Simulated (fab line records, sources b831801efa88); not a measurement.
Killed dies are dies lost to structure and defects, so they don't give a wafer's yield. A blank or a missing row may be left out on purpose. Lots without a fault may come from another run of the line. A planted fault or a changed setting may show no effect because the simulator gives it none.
Which tool did it? | flow sky130 | 11 lots, 33 wafers sampled, at 4 steps of a route of 708

WHAT THE GAUGES READ, wafer by wafer
SKY_VT_ADJUST_HVTP_TW_MEAS_11.
lot  | measured     | on            | VT_ADJUST_HVTP_TW
L946 | day 6 10:58  | film_metro-02 | 1362 1358 1364
L948 | day 6 22:43  | film_metro-01 | 1376 1371 1369
L950 | day 7 10:40  | film_metro-01 | 1372 1371 1367
L951 | day 7 17:46  | film_metro-01 | 1370 1368 1375
L952 | day 8 02:52  | film_metro-02 | 1368 1368 1371
L956 | day 8 23:29  | film_metro-02 | 1366 1363 1362
L958 | day 9 11:28  | film_metro-01 | 1364 1369 1366
L961 | day 10 07:43 | film_metro-03 | 1347 1350 1346
L963 | day 11 00:10 | film_metro-03 | 1338 1341 1339
L964 | day 11 02:46 | film_metro-03 | 1397 1399 1397
L965 | day 11 06:10 | film_metro-02 | 1422 1422 1412

SKY_SONOS_TUNNEL_CD_MEAS_07: target cd 410 nm.
lot  | measured     | on        | cd_nm (nm)
L946 | day 11 20:23 | cd_sem-02 | 411.4 413.0 413.7
L948 | day 12 11:59 | cd_sem-01 | 411.1 409.9 412.8
L950 | day 13 02:59 | cd_sem-01 | 408.1 409.3 410.0
L951 | day 13 11:31 | cd_sem-02 | 408.1 407.8 407.8
L952 | day 13 23:38 | cd_sem-02 | 418.1 416.7 416.8
L956 | day 15 02:15 | cd_sem-02 | 414.2 411.3 414.4
L958 | day 15 17:18 | cd_sem-02 | 412.2 411.0 407.6
L961 | day 16 18:52 | cd_sem-01 | 411.7 410.8 410.6
L963 | day 17 15:08 | cd_sem-02 | 408.3 409.5 410.1
L964 | day 17 19:38 | cd_sem-01 | 412.8 411.3 411.1
L965 | day 17 22:56 | cd_sem-01 | 413.4 412.0 413.1

WHICH TOOL RAN EACH LOT (tool, then ch and the chambers of the sampled wafers, then the start)
lot  | SKY_DNWELL_STRIP_08                 | SKY_VT_ADJUST_HVTP_IMPLANT_09
L946 | plasma_asher-02 ch 1, day 3 14:10   | implanter-01 ch 0, day 6 10:44
L948 | plasma_asher-03 ch 0,1, day 3 23:49 | implanter-04 ch 0, day 6 22:29
L950 | plasma_asher-04 ch 0,1, day 4 08:40 | implanter-03 ch 0, day 7 10:25
L951 | plasma_asher-04 ch 0, day 4 15:10   | implanter-04 ch 0, day 7 17:31
L952 | plasma_asher-02 ch 0,1, day 4 22:20 | implanter-01 ch 0, day 8 02:38
L956 | plasma_asher-03 ch 1, day 5 14:35   | implanter-04 ch 0, day 8 23:15
L958 | plasma_asher-04 ch 1, day 6 01:23   | implanter-03 ch 0, day 9 11:14
L961 | plasma_asher-04 ch 0,1, day 6 18:35 | implanter-04 ch 0, day 10 07:28
L963 | plasma_asher-02 ch 0,1, day 7 08:25 | implanter-03 ch 0, day 10 23:55
L964 | plasma_asher-03 ch 0,1, day 7 10:16 | implanter-03 ch 0, day 11 02:31
L965 | plasma_asher-04 ch 0,1, day 7 14:08 | implanter-03 ch 0, day 11 05:56
- SKY_DNWELL_STRIP_08: strips in O2/N2.
- SKY_VT_ADJUST_HVTP_IMPLANT_09

WHAT THE TOOLS THEMSELVES READ (means of the sampled wafers that have a number; where no wafer has one, the mark that the record gives instead)
SKY_DNWELL_STRIP_08.
lot  | tool            | chamber_pressure_mTorr (mTorr) | drypump_motor_current_A (A) | oes_product_au (a.u.) | strip_time_to_endpoint_s (s)
L946 | plasma_asher-02 | 1498.7                         | 5.0                         | 0.724                 | 36.99
L948 | plasma_asher-03 | 1499.4                         | 5.4                         | 0.725                 | 36.90
L950 | plasma_asher-04 | 1499.8                         | 5.7                         | 0.723                 | 36.81
L951 | plasma_asher-04 | 1500.1                         | 6.2                         | 0.722                 | 36.78
L952 | plasma_asher-02 | 1500.5                         | 5.3                         | 0.722                 | 36.83
L956 | plasma_asher-03 | 1499.7                         | 5.7                         | 0.724                 | 37.05
L958 | plasma_asher-04 | 1499.7                         | 4.8                         | 0.722                 | 36.86
L961 | plasma_asher-04 | 1500.9                         | 5.3                         | 0.721                 | 36.82
L963 | plasma_asher-02 | 1499.0                         | 5.6                         | 0.726                 | 36.76
L964 | plasma_asher-03 | 1498.9                         | 5.4                         | 0.721                 | 37.00
L965 | plasma_asher-04 | 1500.6                         | 5.7                         | 0.724                 | 36.87

SKY_VT_ADJUST_HVTP_IMPLANT_09.
lot  | tool         | dose_ions_cm2 | faraday_current_uA
L946 | implanter-01 | 4.3e+12       | 24.7
L948 | implanter-04 | 4.3e+12       | 24.3
L950 | implanter-03 | 4.3e+12       | 24.2
L951 | implanter-04 | 4.3e+12       | 24.8
L952 | implanter-01 | 4.3e+12       | 24.2
L956 | implanter-04 | 4.3e+12       | 24.1
L958 | implanter-03 | 4.3e+12       | 24.2
L961 | implanter-04 | 4.3e+12       | 24.2
L963 | implanter-03 | 4.3e+12       | 24.3
L964 | implanter-03 | 4.9e+12       | 27.2
L965 | implanter-03 | 4.9e+12       | 27.7

THE ANSWER, worked out from the rows above alone
Rule: what is usual is taken from the lots themselves. Put in order of their means at a reading, lots are off if they are a third of the lots or fewer, leave a main group of 4 or more, and stand apart from it by a gap of 3 or more times the standard deviation of the main group's means; of several such gaps the widest counts. A main group whose means are all the same, to the digits that the tables above print for the reading, isn't used. A lot without any number at a reading at which 4 lots or more have one is off too. The other lots that the step has rows for count as sound. The gauges are gone through in route order, then the tools' own readings, and for those a lot's mean is taken as printed above. The first step at which some lot is off is used, and at that step the reading that is off furthest; a lot without a number counts as furthest.
Off: L964, L965, at SKY_VT_ADJUST_HVTP_IMPLANT_09 (faraday_current_uA). The main group: mean 24.3, standard deviation 0.23.
A tool fits if, at that step or a process step before it, it ran every lot that is off, and no sound lot after the first of them. One fits: implanter-03 at SKY_VT_ADJUST_HVTP_IMPLANT_09. Its last sound lot is L963 (day 10 23:55), its first lot that is off L964 (day 11 02:31): a fault that began between those two fits.
The tool's own readings at SKY_VT_ADJUST_HVTP_IMPLANT_09 bear it out: on the lots that are off they differ by more than 5 times the standard deviation of the sound lots' means. dose_ions_cm2 reads 4.9e+12 there against 4.3e+12 on the sound lots; faraday_current_uA reads 27.4 there against 24.3 on the sound lots.

WHAT THE SIMULATOR HAD PUT IN
Process parameter drift: implanter-03, from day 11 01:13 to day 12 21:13, at SKY_VT_ADJUST_HVTP_IMPLANT_09. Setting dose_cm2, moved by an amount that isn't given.
Lots struck among those shown: L964, L965. The rule above found the same.
